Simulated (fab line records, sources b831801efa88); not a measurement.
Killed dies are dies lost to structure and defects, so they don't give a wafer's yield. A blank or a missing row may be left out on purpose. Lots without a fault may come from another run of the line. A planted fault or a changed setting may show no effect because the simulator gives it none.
A struck lot beside a sound one | flow gf180mcu | 14 steps out of a route of 602
Sound: wafers L587.4, L587.5, L587.6. Struck: wafers L580.1, L580.2, L580.5. The cause comes at the end.
At each step with rows: each side's tool, then ch and its chambers, then its first start. Under that, the readings that differ: sound wafers | struck wafers | difference of the means | sigmas: that difference in standard deviations of wafers without a fault.
alike: readings whose means differ by less than 2 such deviations, and words and numbers that are the same on both sides. not compared: withheld readings, readings that some wafer has no value for, bounds like >300 that may hide the same value, and numbers for which the record gives no deviation and whose values overlap.
The two part at a step that has a row with sigmas, a row that says differs or no value, or rows on one side only. Numbers that don't overlap but have no deviation are shown without sigmas and don't part them. A reading that every wafer of one side lacks parts them only if that side has two wafers or more.

first, 2 steps without rows for these wafers: GF_VT_IMPLANT_PEB_16; GF_VT_IMPLANT_DEVELOP_17 (develop time 60 s).
GF_VT_IMPLANT_OVL_MEAS_18:
  sound on overlay-01, day 11 05:17; struck on overlay-01, day 9 11:55
  alike: VT_IMPLANT_01_OVL
then, 1 step without rows for these wafers: GF_VT_IMPLANT_IMPLANT_19.
GF_VT_IMPLANT_STRIP_20: strips in O2/N2.
  sound on plasma_asher-02 ch 0,1, day 11 05:29; struck on plasma_asher-03 ch 0,1, day 9 12:07
  alike: drypump_motor_current_A, heater_power_w, n2_flow_sccm, oes_product_au, strip_time_to_endpoint_s
  not compared: rf_hours_counter_h
GF_VT_IMPLANT_TW_MEAS_21:
  sound on film_metro-02, day 11 05:35; struck on film_metro-04, day 9 12:13
  alike: VT_IMPLANT_2_TW
then, 6 steps without rows for these wafers: GF_VT_IMPLANT_DEHYDRATE_22 (time 60 s); GF_VT_IMPLANT_HMDS_23 (prime time 60 s); GF_VT_IMPLANT_COAT_24 (resist thk 1000 nm); GF_VT_IMPLANT_SOFTBAKE_25 (time 60 s); GF_VT_IMPLANT_EXPOSE_26 (exposes mask LVPWELL HV AREA, target cd 860 nm); GF_VT_IMPLANT_PEB_27.
GF_VT_IMPLANT_DEVELOP_28: develop time 60 s.
  sound on litho_track-03 ch 0, day 12 00:27; struck on litho_track-03, day 10 05:22
  no value came back on the struck wafers for any of 5 readings (chill_plate_temp_C (C), develop_time_s (s) and others); on the sound wafers chill_plate_temp_C (C) reads 22.96 23.01 23.05
GF_VT_IMPLANT_OVL_MEAS_29:
  sound on overlay-02, day 12 00:32; struck on overlay-01, day 10 05:31
  reading                | sound        | struck | difference                    | sigmas
  VT_IMPLANT_02_OVL (nm) | 0.4 -0.5 0.6 | - - -  | no value on the struck wafers |

WHERE THEY PART
First at GF_VT_IMPLANT_DEVELOP_28; last, within this record, at GF_VT_IMPLANT_OVL_MEAS_29.

WHY: what the simulator had put in
Skipped step whole: litho_track-03, from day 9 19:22 on, at GF_VT_IMPLANT_DEVELOP_28. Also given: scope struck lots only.
